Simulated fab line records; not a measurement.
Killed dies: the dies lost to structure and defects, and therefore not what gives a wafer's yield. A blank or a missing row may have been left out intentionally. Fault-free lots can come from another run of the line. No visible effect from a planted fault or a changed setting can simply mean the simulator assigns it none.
Comparing a struck lot with a sound one -- flow sky130 -- 15 steps out of a route of 708
Sound: these wafers, L391.1, L391.3, L391.6. Wafers struck: L384.1, L384.4, L384.5. The cause comes at the end.
Order at every step that has rows: each side's tool, ch and its chambers, its first start. Under that, the readings that differ: sound wafers -- struck wafers -- difference of the means -- sigmas: that difference in standard deviations of wafers without a fault.
alike: readings with means less than 2 such deviations apart, plus words and numbers identical on both sides. not compared: withheld readings, readings lacking a value on some wafer, bounds such as >300 that could conceal the same value, and numbers that have no deviation in the record and whose values overlap.
The two part at a step that has a row with sigmas, a row that says differs or no value, or rows on one side only. Numbers that have no deviation but don't overlap get no sigmas and don't part them. A reading missing from all wafers of one side parts the sides only when that side holds two or more wafers.

SKY_LI_CONTACT_THK_MEAS_23: measures by xrf.
  sound on film_metro-01 at day 36 04:07; struck on film_metro-01 at day 33 23:48
  alike: LI_CONTACT_W_THK
SKY_LI_CONTACT_CMP_24: polishes, stops on PSG, t overpolish 20 s, target thk 0 nm.
  sound on cmp-02 ch 2,3, day 36 04:10; struck on cmp-02 ch 0,1,3, day 33 23:55
  alike: edge_zone_pressure_frac, motor_current_A, overpolish_run_s, time_to_endpoint_s
SKY_LOCAL_INTERCONNECT_SPUTTER_00: material TiN, target thk 100 nm, time 83.3 s.
  sound on pvd_sputter-02 at day 36 04:28; struck on pvd_sputter-04 at day 34 00:10
  alike: throttle_valve_pct
SKY_LOCAL_INTERCONNECT_RS_MEAS_01: the measuring method here is four-point-probe.
  sound on film_metro-02 at day 36 04:32; struck on film_metro-04 at day 34 00:13
  alike: LOCAL_INTERCONNECT_TIN_RS
SKY_LOCAL_INTERCONNECT_THK_MEAS_02: measures by xrf.
  sound on film_metro-02 at day 36 04:39; struck on film_metro-04 at day 34 00:20
  alike: LOCAL_INTERCONNECT_TIN_THK
then, 7 steps without rows for these wafers: SKY_LOCAL_INTERCONNECT_DEHYDRATE_03 (time 60 s); SKY_LOCAL_INTERCONNECT_HMDS_04 (prime time 60 s); SKY_LOCAL_INTERCONNECT_COAT_05 (resist thk 60 nm); SKY_LOCAL_INTERCONNECT_COAT_06 (resist thk 450 nm); SKY_LOCAL_INTERCONNECT_SOFTBAKE_07 (time 90 s); SKY_LOCAL_INTERCONNECT_EXPOSE_08 (exposes mask LI1M, target cd 170 nm); SKY_LOCAL_INTERCONNECT_PEB_09.
SKY_LOCAL_INTERCONNECT_DEVELOP_10: develop time 60 s.
  sound on litho_track-03 ch 0, day 37 06:00; struck on litho_track-01 ch 0, day 35 02:00
reading,sound,struck,difference,sigmas
developer_temp_C (C),20.77 20.81 20.77,23.06 22.93 23.14,+2.26,+21
SKY_LOCAL_INTERCONNECT_CD_MEAS_11: target cd 170 nm.
  sound on cd_sem-02 at day 37 06:56; struck on cd_sem-02 at day 35 02:40
  alike: cd_nm
-- record jumps: 14 days separate the struck wafers' starts on either side; left off in module LOCAL_INTERCONNECT, taken up again in module PAD_OPEN, whose first shown step is the route's number 708 --
SKY_PAD_OPEN_PROBE_99:
  sound on prober-01 at day 50 17:11; struck on prober-02 at day 49 08:54
  alike: killed_at_M0_to_M3, killed_at_M4_up, killed_at_contacts, killed_at_front_end, killed_at_other, killed_dies, killed_open, killed_short

## WHERE THEY PART
Only at SKY_LOCAL_INTERCONNECT_DEVELOP_10, within this record. Later steps at which nothing parts them and some readings are alike: SKY_LOCAL_INTERCONNECT_CD_MEAS_11, SKY_PAD_OPEN_PROBE_99.

WHY: what had been put in by the simulator
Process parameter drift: litho_track-01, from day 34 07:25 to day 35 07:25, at SKY_LOCAL_INTERCONNECT_DEVELOP_10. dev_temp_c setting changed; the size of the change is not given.
